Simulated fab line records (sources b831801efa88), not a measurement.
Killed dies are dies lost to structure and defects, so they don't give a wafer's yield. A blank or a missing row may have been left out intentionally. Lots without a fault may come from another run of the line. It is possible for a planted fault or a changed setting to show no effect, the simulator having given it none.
fab line records	flow sky130
record: lots: 5	wafers: 23
route steps=708 shown VT_ADJUST_NCORE@123 VT_ADJUST_HVTR@137 VT_ADJUST_PCH@146 SONOS_TUNNEL@163 SONOS_ONO@168 POLY_GATE@204 RES_PROTECT@208
start-h: start of the lot's first displayed wafer, in hours after the record's first day	wait-h: hours from the lot's prior step to this one	" repeats the value in the row above	L1.1+2: a row that stands for several wafers	- value missing, or start not given	* or withheld: withheld	< > ~ a bound
route shown NAME@n: NAME is a module with steps in the file, n the number in the route of the first one	usual: mean and standard deviation over wafers with no fault	same: alike in all rows	chamber/n: place in a boat	sites: per-site readings	_std_site: standard deviation across them	_edge_site: the outer-site mean with the inner-site mean subtracted	radius-mm: how far each site lies from the wafer's centre	mask NAME#n: copy n	behind: the most recent tool/chamber to have shaped the wafer	hold: cause of the lot's hold/its duration in hours/its outcome	device: transistor that didn't switch, given as n, p or np	end of line: tests of these same wafers at the route's end	for a step that has no rows: nothing shown but its recipe	killed: dies lost to structure and defects at the first sort, not the wafer's yield	map: shows each die of a wafer: x if killed, . if not, _ if none is there
set.NAME: the setting that was run; set.NAME@STEP: the one run at that earlier step	model.NAME: the simulator's own value behind a step, which no gauge read
lots whose settings were changed on purpose; a table a step, a row a wafer
== steps ==
step: SKY_VT_ADJUST_NCORE_EXPOSE_04
recipe: mask-id: LVTN_COMPLEMENT_THIN	na: 0.6	source-shape: conventional	sigma-outer: 0.6	polarization: unpolarized	target-cd-nm: 380	dose-mj: 139
lot.wafer	tool	chamber	start-h	wait-h	mask	set.dose-mj
L078.2+3+6	iline-stepper-02	0	-	-	LVTN_COMPLEMENT_THIN#0	139
L079.1+2+4+5+6	iline-stepper-02	0	-	-	LVTN_COMPLEMENT_THIN#0	139
L080.1+5+6	iline-stepper-01	0	-	-	LVTN_COMPLEMENT_THIN#0	142.5
L080.2+4	"	0	"	"	LVTN_COMPLEMENT_THIN#0	139
L081.1+2	iline-stepper-02	0	-	-	LVTN_COMPLEMENT_THIN#0	139
L081.3+4+5	"	0	"	"	LVTN_COMPLEMENT_THIN#0	129
L085.1+4	iline-stepper-01	0	-	-	LVTN_COMPLEMENT_THIN#0	139
L085.2+3+5	"	0	"	"	LVTN_COMPLEMENT_THIN#0	131.9
step: SKY_VT_ADJUST_NCORE_PEB_05
recipe: temp-c: withheld	time-s: *	resist: NOVOLAK
step: SKY_VT_ADJUST_NCORE_DEVELOP_06
recipe: resist: NOVOLAK	developer: TMAH	develop-time-s: 60	dev-temp-c: 23
step: SKY_VT_ADJUST_NCORE_CD_MEAS_07
recipe: target-cd-nm: 380
usual: cd-nm: 380.8/2.7
lot.wafer	tool	chamber	start-h	wait-h	set.dose-mj@VT_ADJUST_NCORE_EXPOSE_04	cd-nm
L078.2	cd-sem-01	-	212.08	0.1	139	377.7
L078.3	"	-	"	"	139	379.2
L078.6	"	-	"	"	139	378.7
L079.1	cd-sem-01	-	217.51	0.1	139	380.9
L079.2	"	-	"	"	139	381.6
L079.4	"	-	"	"	139	383.1
L079.5	"	-	"	"	139	382.0
L079.6	"	-	"	"	139	382.6
L080.1	cd-sem-01	-	224.23	0.1	142.5	387.8
L080.2	"	-	"	"	139	378.3
L080.4	"	-	"	"	139	381.6
L080.5	"	-	"	"	142.5	388.2
L080.6	"	-	"	"	142.5	386.1
L081.1	cd-sem-01	-	232.81	0.1	139	382.2
L081.2	"	-	"	"	139	381.6
L081.3	"	-	"	"	129	359.1
L081.4	"	-	"	"	129	360.2
L081.5	"	-	"	"	129	361.9
L085.1	cd-sem-01	-	261.66	0.1	139	386.3
L085.2	"	-	"	"	131.9	370.4
L085.3	"	-	"	"	131.9	370.6
L085.4	"	-	"	"	139	385.6
L085.5	"	-	"	"	131.9	372.1
step: SKY_VT_ADJUST_HVTR_DEVELOP_06
recipe: develop-time-s: 60	dev-temp-c: 23
lot.wafer	tool	chamber	start-h	wait-h	set.dev-temp-c
L078.2+3+6	litho-track-04	0	234.47	0.1	23
L079.1+2+4+5+6	litho-track-01	0	240.94	0.1	23
L080.1+4+6	litho-track-02	0	247.46	0.1	23
L080.2+5	"	0	"	"	26.42
L081.1+3+4	litho-track-01	0	255.99	0.1	23
L081.2+5	"	0	"	"	26.05
L085.1+3+4	litho-track-02	0	285.76	0.1	23
L085.2+5	"	0	"	"	19.3
step: SKY_VT_ADJUST_HVTR_CD_MEAS_07
recipe: target-cd-nm: 380
usual: cd-nm: 380.7/2
lot.wafer	tool	chamber	start-h	wait-h	set.dev-temp-c@VT_ADJUST_HVTR_DEVELOP_06	cd-nm
L078.2	cd-sem-01	-	234.61	0.1	23	380.1
L078.3	"	-	"	"	23	380.0
L078.6	"	-	"	"	23	381.8
L079.1	cd-sem-01	-	241.09	0.1	23	382.6
L079.2	"	-	"	"	23	382.1
L079.4	"	-	"	"	23	381.6
L079.5	"	-	"	"	23	379.5
L079.6	"	-	"	"	23	380.9
L080.1	cd-sem-01	-	247.61	0.1	23	378.9
L080.2	"	-	"	"	26.42	369.6
L080.4	"	-	"	"	23	380.3
L080.5	"	-	"	"	26.42	369.1
L080.6	"	-	"	"	23	378.5
L081.1	cd-sem-02	-	256.14	0.1	23	382.9
L081.2	"	-	"	"	26.05	373.1
L081.3	"	-	"	"	23	384.3
L081.4	"	-	"	"	23	383.1
L081.5	"	-	"	"	26.05	373.2
L085.1	cd-sem-01	-	285.91	0.1	23	381.2
L085.2	"	-	"	"	19.3	390.9
L085.3	"	-	"	"	23	381.4
L085.4	"	-	"	"	23	379.6
L085.5	"	-	"	"	19.3	389.1
step: SKY_VT_ADJUST_PCH_SOFTBAKE_03
recipe: temp-c: 110	time-s: withheld
lot.wafer	tool	chamber	start-h	wait-h	set.temp-c
L078.2+3+6	litho-track-02	0	246.79	0.1	110
L079.1+2+4	litho-track-02	0	253.11	0.1	106.5
L079.5+6	"	0	"	"	110
L080.1+2+4	litho-track-02	0	259.91	0.1	110
L080.5+6	"	0	"	"	112.9
L081.1+2+4	litho-track-01	0	268.49	0.1	110
L081.3+5	"	0	"	"	107.4
L085.1+3+5	litho-track-03	0	298.38	0.1	111.7
L085.2+4	"	0	"	"	110
step: SKY_VT_ADJUST_PCH_EXPOSE_04
recipe: mask-id: NWM	na: 0.6	source-shape: conventional	sigma-outer: 0.6	polarization: unpolarized	target-cd-nm: 840	dose-mj: 255
step: SKY_VT_ADJUST_PCH_PEB_05
recipe: temp-c: 115	time-s: withheld
step: SKY_VT_ADJUST_PCH_DEVELOP_06
recipe: wall-angle-deg: 90	developer: TMAH	develop-time-s: 60	dev-temp-c: 23
lot.wafer	tool	chamber	start-h	wait-h	set.temp-c@VT_ADJUST_PCH_SOFTBAKE_03	model.coat_of_VT_ADJUST_PCH_COAT_02.thk-nm
L078.2	litho-track-01	0	-	-	110	3012
L078.3	"	0	"	"	110	2997
L078.6	"	0	"	"	110	3007
L079.1	litho-track-02	0	-	-	106.5	3016
L079.2	"	0	"	"	106.5	3019
L079.4	"	0	"	"	106.5	3021
L079.5	"	0	"	"	110	2992
L079.6	"	0	"	"	110	2993
L080.1	litho-track-03	0	-	-	110	2993
L080.2	"	0	"	"	110	2983
L080.4	"	0	"	"	110	3003
L080.5	"	0	"	"	112.9	2970
L080.6	"	0	"	"	112.9	2962
L081.1	litho-track-01	0	-	-	110	2995
L081.2	"	0	"	"	110	2986
L081.3	"	0	"	"	107.4	3015
L081.4	"	0	"	"	110	2982
L081.5	"	0	"	"	107.4	3014
L085.1	litho-track-02	0	-	-	111.7	2997
L085.2+4	"	0	"	"	110	3000
L085.3	"	0	"	"	111.7	2983
L085.5	"	0	"	"	111.7	2987
step: SKY_VT_ADJUST_PCH_STRIP_09
recipe: chemistry: O2/N2	power-w: 1400	pressure-mtorr: 1500	platen-temp-c: withheld	o2-flow-sccm: 3000	n2-flow-sccm: 300	overash-fraction: 0.5
usual: oes-product-au: 0.722/0.0047	strip-time-to-endpoint-s: 36.87/0.095
lot.wafer	tool	chamber	start-h	wait-h	set.power-w	oes-product-au	strip-time-to-endpoint-s
L078.2	plasma-asher-01	1	259.37	0.1	1400	0.728	37.11
L078.3	"	0	"	"	1400	0.716	36.94
L078.6	"	1	"	"	1400	0.725	37.05
L079.1	plasma-asher-03	1	264.79	0.1	1400	0.728	37.16
L079.2	"	0	"	"	1485	0.752	35.44
L079.4	"	0	"	"	1485	0.740	35.46
L079.5	"	0	"	"	1400	0.717	36.87
L079.6	"	1	"	"	1400	0.715	36.88
L080.1	plasma-asher-04	0	272.01	0.1	1400	0.719	36.89
L080.2	"	1	"	"	1508	0.751	34.60
L080.4	"	0	"	"	1400	0.722	36.99
L080.5	"	1	"	"	1508	0.759	34.44
L080.6	"	0	"	"	1508	0.757	34.36
L081.1	plasma-asher-04	0	280.72	0.1	1400	0.724	36.89
L081.2	"	1	"	"	1400	0.721	36.80
L081.3	"	0	"	"	1400	0.719	37.15
L081.4	"	1	"	"	1400	0.717	36.75
L081.5	"	1	"	"	1400	0.721	37.12
L085.1	plasma-asher-01	1	311.29	0.1	1400	0.721	36.93
L085.2	"	0	"	"	1400	0.723	36.98
L085.3	"	0	"	"	1400	0.712	36.77
L085.4	"	1	"	"	1543	0.761	34.14
L085.5	"	0	"	"	1543	0.757	34.00
step: SKY_SONOS_TUNNEL_IMPLANT_09
recipe: species: B	energy-kev: 20	dose-cm2: 1e+12	tilt-deg: withheld
lot.wafer	tool	chamber	start-h	wait-h	set.energy-kev	model.implant.rp-nm	model.implant.drp-nm
L078.2+3+6	implanter-01	0	284.16	0.0	20	64.4	28.34
L079.1+2+4+5+6	implanter-02	0	288.95	0.0	20	66.29	28.34
L080.1+2	implanter-02	0	297.34	0.0	20	67.71	28.34
L080.4+5+6	"	0	"	"	19.64	66.51	27.98
L081.1+3	implanter-02	0	305.54	0.0	20	67.81	28.34
L081.2+4+5	"	0	"	"	20.44	69.29	28.8
L085.1+2+5	implanter-02	0	338.49	0.0	21.01	67.93	29.47
L085.3+4	"	0	"	"	20	64.7	28.34
step: SKY_SONOS_ONO_OXIDATION_00
recipe: temp-c: 800	ambient: O2	idle-temp-c: 700	ramp-up-c-per-min: 10	ramp-down-c-per-min: 3	stabilise-s: 600	purge-s: 300	target-thk-a: 26	ox-time-s: 1249
lot.wafer	tool	chamber	start-h	wait-h	set.temp-c	model.SiO2_of_SONOS_ONO_OXIDATION_00.thk-nm
L078.2	furnace-02	0	284.71	0.0	800	2.502
L078.3	"	0	"	"	800	2.558
L078.6	"	0	"	"	800	2.561
L079.1	-	-	-	1.1	779.1	1.932
L079.2	"	-	"	"	779.1	1.944
L079.4	"	-	"	"	779.1	1.891
L079.5	"	-	"	"	779.1	1.953
L079.6	"	-	"	"	779.1	1.931
L080.1	-	-	-	1.2	781.9	2.04
L080.2	"	-	"	"	781.9	1.976
L080.4	"	-	"	"	781.9	2.035
L080.5	"	-	"	"	781.9	2.011
L080.6	"	-	"	"	781.9	2.014
L081.1	-	-	-	1.4	800	2.516
L081.2	"	-	"	"	800	2.569
L081.3	"	-	"	"	800	2.537
L081.4	"	-	"	"	800	2.534
L081.5	"	-	"	"	800	2.533
L085.1	-	-	-	1.4	792	2.311
L085.2	"	-	"	"	792	2.251
L085.3	"	-	"	"	792	2.306
L085.4	"	-	"	"	792	2.327
L085.5	"	-	"	"	792	2.31
step: SKY_SONOS_ONO_THK_MEAS_01
recipe: reads: SiO2_of_SONOS_ONO_OXIDATION_00
usual: SONOS_ONO_OXIDATION_THK: 2.61/0.053
lot.wafer	tool	chamber	start-h	wait-h	set.temp-c@SONOS_ONO_OXIDATION_00	SONOS_ONO_OXIDATION_THK[nm]
L078.2	film-metro-02	-	286.06	0.0	800	2.54
L078.3	"	-	"	"	800	2.58
L078.6	"	-	"	"	800	2.50
L079.1	film-metro-03	-	-	-	779.1	1.92
L079.2	"	-	"	"	779.1	1.94
L079.4	"	-	"	"	779.1	1.89
L079.5	"	-	"	"	779.1	1.96
L079.6	"	-	"	"	779.1	1.96
L080.1	film-metro-03	-	-	-	781.9	2.03
L080.2	"	-	"	"	781.9	1.95
L080.4	"	-	"	"	781.9	2.05
L080.5	"	-	"	"	781.9	2.04
L080.6	"	-	"	"	781.9	2.05
L081.1	film-metro-01	-	-	-	800	2.53
L081.2	"	-	"	"	800	2.57
L081.3	"	-	"	"	800	2.53
L081.4	"	-	"	"	800	2.50
L081.5	"	-	"	"	800	2.55
L085.1	film-metro-03	-	-	-	792	2.38
L085.2	"	-	"	"	792	2.25
L085.3	"	-	"	"	792	2.29
L085.4	"	-	"	"	792	2.37
L085.5	"	-	"	"	792	2.31
step: SKY_SONOS_ONO_DEVELOP_12
recipe: develop-time-s: 60	dev-temp-c: 23
lot.wafer	tool	chamber	start-h	wait-h	set.develop-time-s
L078.2+3+6	litho-track-03	0	313.35	0.1	60
L079.1+2+6	litho-track-02	0	319.71	0.1	65.1
L079.4+5	"	0	"	"	60
L080.1+2+5	litho-track-04	0	331.54	0.1	60
L080.4+6	"	0	"	"	54.27
L081.1+2+3	litho-track-02	0	338.21	0.1	64.46
L081.4+5	"	0	"	"	60
L085.1+2+3+4+5	litho-track-02	0	371.41	0.1	60
step: SKY_SONOS_ONO_CD_MEAS_13
recipe: target-cd-nm: 410
usual: cd-nm: 409.8/1.9
lot.wafer	tool	chamber	start-h	wait-h	set.develop-time-s@SONOS_ONO_DEVELOP_12	cd-nm
L078.2	cd-sem-01	-	313.50	0.1	60	408.3
L078.3	"	-	"	"	60	406.5
L078.6	"	-	"	"	60	410.1
L079.1	cd-sem-01	-	319.86	0.1	65.1	402.8
L079.2	"	-	"	"	65.1	403.1
L079.4	"	-	"	"	60	413.1
L079.5	"	-	"	"	60	411.0
L079.6	"	-	"	"	65.1	404.6
L080.1	cd-sem-01	-	331.69	0.1	60	411.0
L080.2	"	-	"	"	60	411.7
L080.4	"	-	"	"	54.27	418.0
L080.5	"	-	"	"	60	412.2
L080.6	"	-	"	"	54.27	420.2
L081.1	cd-sem-01	-	338.36	0.1	64.46	399.6
L081.2	"	-	"	"	64.46	400.9
L081.3	"	-	"	"	64.46	401.5
L081.4	"	-	"	"	60	409.5
L081.5	"	-	"	"	60	408.2
L085.1	cd-sem-01	-	371.56	0.1	60	408.8
L085.2	"	-	"	"	60	408.2
L085.3	"	-	"	"	60	409.5
L085.4	"	-	"	"	60	411.4
L085.5	"	-	"	"	60	409.4
step: SKY_SONOS_ONO_ETCH_15
recipe: target-depth-nm: 19.52	chemistry: CHF3/O2	source-w: 600	bias-w: 200	pressure-mtorr: 40	chf3-flow-sccm: 50	O2_flow_sccm: 5	time-s: 7.8
usual: oes-product-au: 1.000/0.0098
lot.wafer	tool	chamber	start-h	wait-h	set.bias-w	set.develop-time-s@SONOS_ONO_DEVELOP_12	oes-product-au	model.SONOS_ONO.cd-nm	model.SONOS_ONO.feature-depth-nm
L078.2	rie-diel-04	3	313.63	0.0	200	60	1.003	408.5	19.72
L078.3	"	1	"	"	200	60	0.995	406.7	19.44
L078.6	"	0	"	"	200	60	0.994	409.8	19.32
L079.1	rie-diel-01	2	320.01	0.0	200	65.1	1.008	402.8	19.75
L079.2	"	0	"	"	214.6	65.1	1.032	402.7	20.43
L079.4	"	1	"	"	200	60	1.010	413.3	19.77
L079.5	"	0	"	"	200	60	1.017	411.2	19.99
L079.6	"	3	"	"	214.6	65.1	1.021	405	20.37
L080.1	rie-diel-02	1	331.85	0.0	177.2	60	0.972	410.5	18.51
L080.2	"	0	"	"	200	60	1.004	411.7	19.56
L080.4	"	1	"	"	200	54.27	0.993	417.8	19.34
L080.5	"	0	"	"	177.2	60	0.974	411.9	18.87
L080.6	"	2	"	"	200	54.27	0.993	420.6	19.3
L081.1	rie-diel-01	0	338.51	0.0	200	64.46	1.010	399.5	20
L081.2	"	2	"	"	200	64.46	1.001	400.7	19.63
L081.3	"	1	"	"	200	64.46	1.001	401.1	19.52
L081.4	"	3	"	"	200	60	0.996	409.6	19.51
L081.5	"	0	"	"	200	60	1.015	408.1	19.84
L085.1	rie-diel-01	1	371.71	0.0	200	60	0.999	408.8	19.66
L085.2	"	3	"	"	180	60	0.978	408.4	18.96
L085.3	"	2	"	"	180	60	0.985	409.2	18.9
L085.4	"	0	"	"	200	60	1.014	411.1	20.01
L085.5	"	2	"	"	180	60	0.979	409.3	18.82
step: SKY_POLY_GATE_CVD_00
recipe: material: poly-Si	target-thk-nm: 180	temp-c: 620	time-s: 720	pressure-mtorr: 200
lot.wafer	tool	chamber	start-h	wait-h	set.pressure-mtorr	model.poly-Si_of_POLY_GATE_CVD_00.thk-nm
L078.2	lpcvd-01	0	346.03	0.0	200	178.7
L078.3	"	0	"	"	200	179.5
L078.6	"	0	"	"	200	180.5
L079.1	-	-	-	0.0	200	180.1
L079.2	"	-	"	"	200	179.2
L079.4	"	-	"	"	200	180
L079.5	"	-	"	"	200	178.7
L079.6	"	-	"	"	200	180.2
L080.1	-	-	-	0.0	222	189.4
L080.2	"	-	"	"	222	190
L080.4	"	-	"	"	222	189.3
L080.5	"	-	"	"	222	189.5
L080.6	"	-	"	"	222	190.3
L081.1	-	-	-	0.0	200	181.2
L081.2+5	"	-	"	"	200	180.8
L081.3	"	-	"	"	200	181
L081.4	"	-	"	"	200	181.7
L085.1	-	-	-	0.0	222.1	188.3
L085.2	"	-	"	"	222.1	188.8
L085.3	"	-	"	"	222.1	187.9
L085.4	"	-	"	"	222.1	187.7
L085.5	"	-	"	"	222.1	188.2
step: SKY_POLY_GATE_THK_MEAS_01
recipe: reads: poly-Si_of_POLY_GATE_CVD_00
usual: POLY_GATE_CVD_00_THK: 179.9/1.4
lot.wafer	tool	chamber	start-h	wait-h	set.pressure-mtorr@POLY_GATE_CVD_00	POLY_GATE_CVD_00_THK[nm]
L078.2	film-metro-03	-	347.24	0.0	200	178.6
L078.3	"	-	"	"	200	179.5
L078.6	"	-	"	"	200	180.6
L079.1	film-metro-04	-	-	-	200	180.1
L079.2	"	-	"	"	200	179.2
L079.4	"	-	"	"	200	180.1
L079.5	"	-	"	"	200	178.9
L079.6	"	-	"	"	200	180.2
L080.1	film-metro-02	-	-	-	222	189.4
L080.2	"	-	"	"	222	189.9
L080.4	"	-	"	"	222	189.3
L080.5	"	-	"	"	222	189.3
L080.6	"	-	"	"	222	190.3
L081.1	film-metro-04	-	-	-	200	181.1
L081.2	"	-	"	"	200	180.8
L081.3	"	-	"	"	200	181.1
L081.4	"	-	"	"	200	181.8
L081.5	"	-	"	"	200	181.0
L085.1	film-metro-02	-	-	-	222.1	188.3
L085.2	"	-	"	"	222.1	188.7
L085.3	"	-	"	"	222.1	187.9
L085.4	"	-	"	"	222.1	187.6
L085.5	"	-	"	"	222.1	188.2
step: SKY_RES_PROTECT_COAT_02
recipe: resist: NOVOLAK	spin-rpm: 3000	resist-thk-nm: 1140
lot.wafer	tool	chamber	start-h	wait-h	set.resist-thk-nm	model.NOVOLAK_of_RES_PROTECT_COAT_02.thk-nm
L078.2	litho-track-02	0	360.43	0.1	1140	1139
L078.3	"	0	"	"	1140	1136
L078.6	"	0	"	"	1140	1141
L079.1+4	litho-track-02	0	366.86	0.1	1106	1099
L079.2+6	"	0	"	"	1140	1136
L079.5	"	0	"	"	1140	1131
L080.1	litho-track-02	0	377.86	0.1	1140	1136
L080.2	"	0	"	"	1121	1119
L080.4	"	0	"	"	1140	1135
L080.5	"	0	"	"	1121	1121
L080.6	"	0	"	"	1140	1139
L081.1	litho-track-01	0	385.54	0.1	1140	1140
L081.2	"	0	"	"	1140	1142
L081.3+4	"	0	"	"	1080	1082
L081.5	"	0	"	"	1080	1081
L085.1	litho-track-01	0	420.49	0.1	1140	1140
L085.2	"	0	"	"	1140	1138
L085.3	"	0	"	"	1140	1141
L085.4	"	0	"	"	1140	1142
L085.5	"	0	"	"	1140	1139
step: SKY_POLY_GATE_IMPLANT_02
recipe: species: P	energy-kev: 30	dose-cm2: 7.7e+15	tilt-deg: 0
lot.wafer	tool	chamber	start-h	wait-h	set.energy-kev	model.implant.rp-nm	model.implant.drp-nm
L078.2+3+6	implanter-04	0	374.95	0.1	30	37.19	16.6
L079.1+2+4	implanter-03	0	380.48	0.1	30	37.02	16.6
L079.5+6	"	0	"	"	28.55	35.8	16.11
L080.1+6	implanter-01	0	392.43	0.1	31.31	38.84	17.21
L080.2+4+5	"	0	"	"	30	37.29	16.6
L081.1+3+4	implanter-01	0	399.71	0.1	30	37.16	16.6
L081.2+5	"	0	"	"	28.27	35.69	16.02
L085.1+3+5	implanter-03	0	435.53	0.1	31.61	38.14	17.35
L085.2+4	"	0	"	"	30	36.29	16.6
step: SKY_RES_PROTECT_STRIP_07
recipe: chemistry: O2/N2	power-w: 1400	pressure-mtorr: 1500	platen-temp-c: withheld	o2-flow-sccm: 3000	n2-flow-sccm: 300	overash-fraction: 0.5
usual: strip-time-to-endpoint-s: 23.28/0.037
lot.wafer	tool	chamber	start-h	wait-h	set.resist-thk-nm@RES_PROTECT_COAT_02	set.energy-kev@POLY_GATE_IMPLANT_02	strip-time-to-endpoint-s
L078.2	plasma-asher-01	1	375.08	0.1	1140	30	23.29
L078.3	"	1	"	"	1140	30	23.24
L078.6	"	1	"	"	1140	30	23.29
L079.1	plasma-asher-01	1	380.63	0.1	1106	30	22.84
L079.2	"	0	"	"	1140	30	23.28
L079.4	"	0	"	"	1106	30	22.83
L079.5	"	0	"	"	1140	28.55	22.75
L079.6	"	1	"	"	1140	28.55	22.86
L080.1	plasma-asher-01	1	392.58	0.1	1140	31.31	23.63
L080.2	"	0	"	"	1121	30	23.04
L080.4	"	1	"	"	1140	30	23.24
L080.5	"	1	"	"	1121	30	23.08
L080.6	"	0	"	"	1140	31.31	23.66
L081.1	plasma-asher-04	0	399.86	0.1	1140	30	23.32
L081.2	"	1	"	"	1140	28.27	22.82
L081.3	"	0	"	"	1080	30	22.62
L081.4	"	1	"	"	1080	30	22.61
L081.5	"	1	"	"	1080	28.27	22.09
L085.1	plasma-asher-04	0	435.68	0.1	1140	31.61	23.78
L085.2	"	1	"	"	1140	30	23.27
L085.3	"	0	"	"	1140	31.61	23.77
L085.4	"	1	"	"	1140	30	23.31
L085.5	"	1	"	"	1140	31.61	23.74
step: SKY_RES_PROTECT_TW_MEAS_08
usual: POLY_GATE_TW: 4039/23
lot.wafer	tool	chamber	start-h	wait-h	set.energy-kev@POLY_GATE_IMPLANT_02	POLY_GATE_TW
L078.2	film-metro-04	-	375.19	0.1	30	4020
L078.3	"	-	"	"	30	4016
L078.6	"	-	"	"	30	3996
L079.1	film-metro-04	-	380.73	0.1	30	3990
L079.2	"	-	"	"	30	4035
L079.4	"	-	"	"	30	4025
L079.5	"	-	"	"	28.55	3958
L079.6	"	-	"	"	28.55	3977
L080.1	film-metro-01	-	392.68	0.1	31.31	4066
L080.2	"	-	"	"	30	4028
L080.4	"	-	"	"	30	4031
L080.5	"	-	"	"	30	4049
L080.6	"	-	"	"	31.31	4082
L081.1	film-metro-02	-	399.96	0.1	30	4061
L081.2	"	-	"	"	28.27	4004
L081.3	"	-	"	"	30	4093
L081.4	"	-	"	"	30	4025
L081.5	"	-	"	"	28.27	4003
L085.1	film-metro-02	-	435.78	0.1	31.61	4132
L085.2	"	-	"	"	30	4064
L085.3	"	-	"	"	31.61	4133
L085.4	"	-	"	"	30	4055
L085.5	"	-	"	"	31.61	4125
== key ==
split: step: SKY_VT_ADJUST_NCORE_EXPOSE_04	setting: dose-mj	stated: 139	by: wafer
response: step: SKY_VT_ADJUST_NCORE_CD_MEAS_07	reading: cd-nm	change: +2.96	per: 1%	r: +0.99
split: step: SKY_VT_ADJUST_HVTR_DEVELOP_06	setting: dev-temp-c	stated: 23	by: wafer
response: step: SKY_VT_ADJUST_HVTR_CD_MEAS_07	reading: cd-nm	change: -0.66	per: 1%	r: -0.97
split: step: SKY_VT_ADJUST_PCH_SOFTBAKE_03	setting: temp-c	stated: 110	by: wafer
response: step: SKY_VT_ADJUST_PCH_DEVELOP_06	reading: model.coat_of_VT_ADJUST_PCH_COAT_02.thk-nm	change: -9.41	per: 1%	r: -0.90
split: step: SKY_VT_ADJUST_PCH_STRIP_09	setting: power-w	stated: 1400	by: wafer
response: step: SKY_VT_ADJUST_PCH_STRIP_09	reading: oes-product-au	change: +0.0042	per: 1%	r: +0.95
response: step: SKY_VT_ADJUST_PCH_STRIP_09	reading: strip-time-to-endpoint-s	change: *	per: 1%	r: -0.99
split: step: SKY_SONOS_TUNNEL_IMPLANT_09	setting: energy-kev	stated: 20	by: wafer
response: step: SKY_SONOS_TUNNEL_IMPLANT_09	reading: model.implant.rp-nm	change: +0.647	per: 1%	r: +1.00
response: step: SKY_SONOS_TUNNEL_IMPLANT_09	reading: model.implant.drp-nm	change: +0.22	per: 1%	r: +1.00
split: step: SKY_SONOS_ONO_OXIDATION_00	setting: temp-c	stated: 800	by: lot
response: step: SKY_SONOS_ONO_OXIDATION_00	reading: model.SiO2_of_SONOS_ONO_OXIDATION_00.thk-nm	change: +0.232	per: 1%	r: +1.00
response: step: SKY_SONOS_ONO_THK_MEAS_01	reading: SONOS_ONO_OXIDATION_THK	change: +0.23	per: 1%	r: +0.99
split: step: SKY_SONOS_ONO_DEVELOP_12	setting: develop-time-s	stated: 60	by: wafer
response: step: SKY_SONOS_ONO_CD_MEAS_13	reading: cd-nm	change: -0.936	per: 1%	r: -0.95
response: step: SKY_SONOS_ONO_ETCH_15	reading: model.SONOS_ONO.cd-nm	change: -0.968	per: 1%	r: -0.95
split: step: SKY_SONOS_ONO_ETCH_15	setting: bias-w	stated: 200	by: wafer
response: step: SKY_SONOS_ONO_ETCH_15	reading: oes-product-au	change: +0.00221	per: 1%	r: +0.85
response: step: SKY_SONOS_ONO_ETCH_15	reading: model.SONOS_ONO.feature-depth-nm	change: +0.0765	per: 1%	r: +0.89
split: step: SKY_POLY_GATE_CVD_00	setting: pressure-mtorr	stated: 200	by: lot
response: step: SKY_POLY_GATE_CVD_00	reading: model.poly-Si_of_POLY_GATE_CVD_00.thk-nm	change: +0.794	per: 1%	r: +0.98
response: step: SKY_POLY_GATE_THK_MEAS_01	reading: POLY_GATE_CVD_00_THK	change: +0.785	per: 1%	r: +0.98
split: step: SKY_RES_PROTECT_COAT_02	setting: resist-thk-nm	stated: 1140	by: wafer
response: step: SKY_RES_PROTECT_COAT_02	reading: model.NOVOLAK_of_RES_PROTECT_COAT_02.thk-nm	change: +11.4	per: 1%	r: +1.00
response: step: SKY_RES_PROTECT_STRIP_07	reading: strip-time-to-endpoint-s	slope: *	per: 1%	together-with: energy-kev@POLY_GATE_IMPLANT_02	explained: 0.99
split: step: SKY_POLY_GATE_IMPLANT_02	setting: energy-kev	stated: 30	by: wafer
response: step: SKY_POLY_GATE_IMPLANT_02	reading: model.implant.rp-nm	change: +0.297	per: 1%	r: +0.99
response: step: SKY_POLY_GATE_IMPLANT_02	reading: model.implant.drp-nm	change: +0.119	per: 1%	r: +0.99
response: step: SKY_RES_PROTECT_TW_MEAS_08	reading: POLY_GATE_TW	change: +10.6	per: 1%	r: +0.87
response: step: SKY_RES_PROTECT_STRIP_07	reading: strip-time-to-endpoint-s	slope: *	per: 1%	together-with: resist-thk-nm@RES_PROTECT_COAT_02	explained: 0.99
